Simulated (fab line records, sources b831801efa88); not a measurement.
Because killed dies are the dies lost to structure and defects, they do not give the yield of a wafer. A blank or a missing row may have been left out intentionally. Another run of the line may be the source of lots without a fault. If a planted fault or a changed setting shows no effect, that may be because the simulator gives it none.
fab line records    flow gf180mcu    part 2 of 2: steps 27 to 38 of 38
[record] lots = 5  wafers = 15  last-day = 34
route steps=602 shown STI@14 DNWELL@32 NWELL@42
lots with no fault: from the same line, run without faults
start-h: the number of hours between the record's first day and the start of the first shown wafer of the lot    wait-h: hours from the lot's prior step to this one    " same as the row above    L1.1+2: a single row standing in for several wafers    - value missing, or start not given    * or withheld: withheld    < > ~ a bound
route shown NAME@n: a module of which the file shows steps, and the number in the route of the first    usual: mean/standard deviation of fault-free wafers    same: alike in all rows    chamber/n: place in a boat    sites: each site's reading    _std_site: the values' standard deviation    _edge_site: mean of outer sites minus mean of inner sites    radius-mm: how far each site lies from the wafer's centre    mask NAME#n: copy n    behind: the last tool/chamber to shape the wafer    hold: why the lot was held/for how many hours/how that ended    device: the transistor (n, p or np) that didn't switch    end of line: the route-end tests of the same wafers    a step with no rows: only its recipe    killed: dies that structure and defects cost at the first sort, which is not the same as the wafer's yield    map: a wafer's dies, x killed, . not, _ none there
set.NAME: the setting as run; set.NAME@STEP: as run at that earlier step    model.NAME: the simulator's own value behind a step, which no gauge read
lots at selected steps of the route; one table per step, one row per wafer
services: a tool's chamber out of use, with start hour (start-h, from the record's first day; less than 0 if before it), hours out, and reason
[[steps]]
[step GF_DNWELL_STRIP_08]
[recipe] chemistry = O2/N2  power-w = 1400  pressure-mtorr = 1500  platen-temp-c = 250  o2-flow-sccm = 3000  n2-flow-sccm = 300  overash-fraction = 0.5
[usual] drypump-motor-current-A = 5.9/0.3  heater-power-w = 340/31  o2-flow-sccm = 3000/8.6  oes-product-au = 0.722/0.0042  strip-time-to-endpoint-s = 36.90/0.12
lot.wafer  tool             chamber  start-h  wait-h  drypump-motor-current-A  heater-power-w  o2-flow-sccm  oes-product-au  rf-hours-counter-h  strip-time-to-endpoint-s
L076.3     plasma-asher-01  0        54.34    0.1     5.8                      287             2991          0.715           -                   36.78
L076.5     "                0        "        "       5.8                      293             2996          0.729           -                   36.85
L076.6     "                1        "        "       5.4                      353             2994          0.725           -                   36.75
L077.2     plasma-asher-03  1        58.35    0.1     6.4                      386             3005          0.716           40                  36.87
L077.3     "                1        "        "       6.3                      385             3005          0.718           -                   36.94
L077.4     "                0        "        "       5.7                      321             3009          0.722           -                   36.93
L079.2     plasma-asher-03  1        69.45    0.1     6.4                      393             2986          0.723           42                  36.95
L079.3     "                1        "        "       6.3                      391             2990          0.721           -                   36.92
L079.4     "                0        "        "       5.7                      326             3005          0.725           -                   36.99
L087.2     plasma-asher-04  0        110.70   0.1     5.8                      350             2996          0.725           47                  37.07
L087.4     "                0        "        "       5.8                      359             2991          0.729           -                   37.10
L087.6     "                0        "        "       5.9                      351             2987          0.725           -                   36.99
L095.4     plasma-asher-01  0        155.28   0.1     5.8                      300             3000          0.717           -                   36.89
L095.5     "                0        "        "       5.8                      296             2995          0.728           -                   36.92
L095.6     "                1        "        "       5.4                      374             3007          0.725           -                   36.88
[step GF_DNWELL_TW_MEAS_09]
[usual] DNWELL_TW = 1349/15
lot.wafer  tool           chamber  start-h  wait-h  DNWELL_TW
L076.3     film-metro-04  -        54.43    0.1     1342
L076.5     "              -        "        "       1338
L076.6     "              -        "        "       1336
L077.2     film-metro-02  -        58.46    0.1     1355
L077.3     "              -        "        "       1357
L077.4     "              -        "        "       1366
L079.2     film-metro-02  -        69.56    0.1     1359
L079.3     "              -        "        "       1365
L079.4     "              -        "        "       1366
L087.2     film-metro-02  -        110.81   0.1     1378
L087.4     "              -        "        "       1370
L087.6     "              -        "        "       1372
L095.4     film-metro-04  -        155.38   0.1     1328
L095.5     "              -        "        "       1328
L095.6     "              -        "        "       1333
[step GF_NWELL_DEHYDRATE_00]
[recipe] temp-c = 200  time-s = 60
[usual] resist-line-temp-C = 23.00/0.097
[same] time-s = 60
lot.wafer  tool            chamber  start-h  wait-h  resist-line-temp-C
L076.3     litho-track-04  0        60.42    6.0     23.12
L076.5     "               0        "        "       23.05
L076.6     "               0        "        "       23.11
L077.2     litho-track-02  0        64.46    6.0     23.07
L077.3     "               0        "        "       23.09
L077.4     "               0        "        "       22.90
L079.2     litho-track-01  0        76.43    6.9     23.04
L079.3     "               0        "        "       23.08
L079.4     "               0        "        "       23.02
L087.2     litho-track-04  0        117.50   6.7     23.14
L087.4     "               0        "        "       23.24
L087.6     "               0        "        "       23.21
L095.4     litho-track-01  0        162.93   7.5     23.24
L095.5     "               0        "        "       22.98
L095.6     "               0        "        "       23.03
[step GF_NWELL_HMDS_01]
[recipe] prime-time-s = 60  prime-temp-c = 120
[usual] resist-line-temp-C = 23.03/0.093
lot.wafer  tool            chamber  start-h  wait-h  resist-line-temp-C
L076.3     litho-track-04  0        60.57    0.1     23.19
L076.5     "               0        "        "       23.06
L076.6     "               0        "        "       22.94
L077.2     litho-track-02  0        64.61    0.1     23.21
L077.3     "               0        "        "       22.99
L077.4     "               0        "        "       23.05
L079.2     litho-track-01  0        76.58    0.1     23.06
L079.3     "               0        "        "       23.03
L079.4     "               0        "        "       23.03
L087.2     litho-track-04  0        117.65   0.1     22.87
L087.4     "               0        "        "       22.97
L087.6     "               0        "        "       22.98
L095.4     litho-track-01  0        163.08   0.1     23.15
L095.5     "               0        "        "       23.21
L095.6     "               0        "        "       22.94
[step GF_NWELL_COAT_02]
[recipe] spin-rpm = 2000  resist-thk-nm = 3000
[usual] resist-line-temp-C = 23.01/0.11
lot.wafer  tool            chamber  start-h  wait-h  resist-line-temp-C
L076.3     litho-track-04  0        60.72    0.1     23.04
L076.5     "               0        "        "       23.01
L076.6     "               0        "        "       23.10
L077.2     litho-track-02  0        64.76    0.1     22.94
L077.3     "               0        "        "       22.98
L077.4     "               0        "        "       22.99
L079.2     litho-track-01  0        76.73    0.1     22.84
L079.3     "               0        "        "       23.09
L079.4     "               0        "        "       22.91
L087.2     litho-track-04  0        117.80   0.1     23.11
L087.4     "               0        "        "       23.10
L087.6     "               0        "        "       23.00
L095.4     litho-track-01  0        163.23   0.1     22.90
L095.5     "               0        "        "       22.81
L095.6     "               0        "        "       22.88
[step GF_NWELL_SOFTBAKE_03]
[recipe] temp-c = 110  time-s = withheld
[usual] resist-line-temp-C = 23.03/0.094
lot.wafer  tool            chamber  start-h  wait-h  resist-line-temp-C
L076.3     litho-track-04  0        60.89    0.1     23.17
L076.5     "               0        "        "       22.97
L076.6     "               0        "        "       23.05
L077.2     litho-track-02  0        64.92    0.1     23.06
L077.3     "               0        "        "       23.13
L077.4     "               0        "        "       22.98
L079.2     litho-track-01  0        76.89    0.1     23.10
L079.3     "               0        "        "       23.24
L079.4     "               0        "        "       23.13
L087.2     litho-track-04  0        117.96   0.1     23.07
L087.4     "               0        "        "       23.07
L087.6     "               0        "        "       23.09
L095.4     litho-track-01  0        163.41   0.1     23.10
L095.5     "               0        "        "       23.11
L095.6     "               0        "        "       23.13
[step GF_NWELL_EXPOSE_04]
[recipe] mask-id = Nwell  target-cd-nm = 860  na = 0.6  source-shape = conventional  sigma-outer = 0.6  dose-mj = 260
lot.wafer   tool              chamber  start-h  wait-h  mask
L076.3+5+6  iline-stepper-02  0        -        -       Nwell#0
L077.2+3+4  iline-stepper-01  0        -        -       Nwell#0
L079.2+3+4  iline-stepper-02  0        -        -       Nwell#0
L087.2+4+6  iline-stepper-01  0        -        -       Nwell#0
L095.4+5+6  iline-stepper-02  0        -        -       Nwell#0
[step GF_NWELL_PEB_05]
[recipe] temp-c = 115  time-s = withheld
[usual] resist-line-temp-C = 22.99/0.12
lot.wafer  tool            chamber  start-h  wait-h  resist-line-temp-C
L076.3     litho-track-01  0        -        -       23.01
L076.5     "               0        "        "       23.07
L076.6     "               0        "        "       23.09
L077.2     litho-track-02  0        -        -       22.95
L077.3     "               0        "        "       23.04
L077.4     "               0        "        "       22.91
L079.2     litho-track-02  0        -        -       22.93
L079.3     "               0        "        "       23.13
L079.4     "               0        "        "       22.94
L087.2     litho-track-01  0        -        -       23.01
L087.4     "               0        "        "       22.82
L087.6     "               0        "        "       22.92
L095.4     litho-track-01  0        -        -       23.11
L095.5     "               0        "        "       22.85
L095.6     "               0        "        "       22.94
[step GF_NWELL_DEVELOP_06]
[recipe] wall-angle-deg = 90  develop-time-s = 60  dev-temp-c = 23
[usual] resist-line-temp-C = 22.99/0.1
lot.wafer  tool            chamber  start-h  wait-h  resist-line-temp-C
L076.3     litho-track-01  0        -        -       22.83
L076.5     "               0        "        "       22.94
L076.6     "               0        "        "       22.81
L077.2     litho-track-02  0        -        -       23.19
L077.3     "               0        "        "       23.15
L077.4     "               0        "        "       23.06
L079.2     litho-track-02  0        -        -       22.97
L079.3     "               0        "        "       22.90
L079.4     "               0        "        "       22.93
L087.2     litho-track-01  0        -        -       23.02
L087.4     "               0        "        "       23.04
L087.6     "               0        "        "       23.05
L095.4     litho-track-01  0        -        -       23.01
L095.5     "               0        "        "       22.95
L095.6     "               0        "        "       22.99
[step GF_NWELL_OVL_MEAS_07]
[usual] NWELL_OVL = 0.0/1.8
lot.wafer  tool        chamber  start-h  wait-h  NWELL_OVL[nm]
L076.3     overlay-01  -        67.52    -       0.2
L076.5     "           -        "        "       1.9
L076.6     "           -        "        "       2.2
L077.2     overlay-01  -        71.39    -       -1.4
L077.3     "           -        "        "       0.2
L077.4     "           -        "        "       -1.8
L079.2     overlay-02  -        83.74    -       2.1
L079.3     "           -        "        "       3.7
L079.4     "           -        "        "       0.1
L087.2     overlay-02  -        125.56   -       -2.2
L087.4     "           -        "        "       -0.4
L087.6     "           -        "        "       -4.0
L095.4     overlay-02  -        171.72   -       -0.2
L095.5     "           -        "        "       -0.3
L095.6     "           -        "        "       -0.1
[step GF_NWELL_IMPLANT_08]
[recipe] species = P  energy-kev = 450  dose-cm2 = 1.5e+13  tilt-deg = 0
lot.wafer   tool          chamber  start-h  wait-h
L076.3+5+6  implanter-02  0        67.59    0.1
L077.2+3+4  implanter-03  0        71.45    0.0
L079.2+3+4  implanter-02  0        83.80    0.0
L087.2+4+6  implanter-04  0        125.62   0.0
L095.4+5+6  implanter-02  0        171.82   0.1
[step GF_NWELL_IMPLANT_09]
[recipe] species = P  energy-kev = 160  dose-cm2 = 4e+12  tilt-deg = 0
lot.wafer   tool          chamber  start-h  wait-h
L076.3+5+6  implanter-02  0        67.74    0.1
L077.2+3+4  implanter-03  0        71.60    0.1
L079.2+3+4  implanter-02  0        83.95    0.1
L087.2+4+6  implanter-04  0        125.77   0.1
L095.4+5+6  implanter-02  0        171.97   0.1
[[services]]
tool              chamber  start-h  hours  kind
furnace-02        -        13.46    3.8    pm
cmp-02            -        15.78    0.6    repair
rie-si-01         2        40.01    4.2    repair
implanter-04      -        43.38    1.4    repair
cmp-02            -        46.00    3.9    repair
iline-stepper-01  -        50.35    1.7    pm
iline-stepper-01  -        52.28    4.4    pm
wet-bench-02      -        55.61    4.2    repair
implanter-02      -        60.83    1.1    repair
cmp-02            -        64.00    4.0    pm
plasma-asher-01   -        68.76    0.7    repair
implanter-02      -        70.41    10.4   repair
rie-diel-02       0        79.63    13.8   repair
cmp-02            -        80.52    1.4    repair
rie-si-01         -        82.04    0.3    repair
rie-si-02         1        85.16    3.6    repair
plasma-asher-01   -        92.01    5.3    repair
implanter-01      -        100.18   3.2    pm
furnace-01        -        113.67   3.5    pm
rie-diel-02       2        137.17   5.7    repair
cmp-02            -        137.56   0.3    repair
furnace-01        -        151.72   3.3    pm
rie-si-02         3        163.11   2.8    repair
furnace-02        -        168.99   2.8    pm
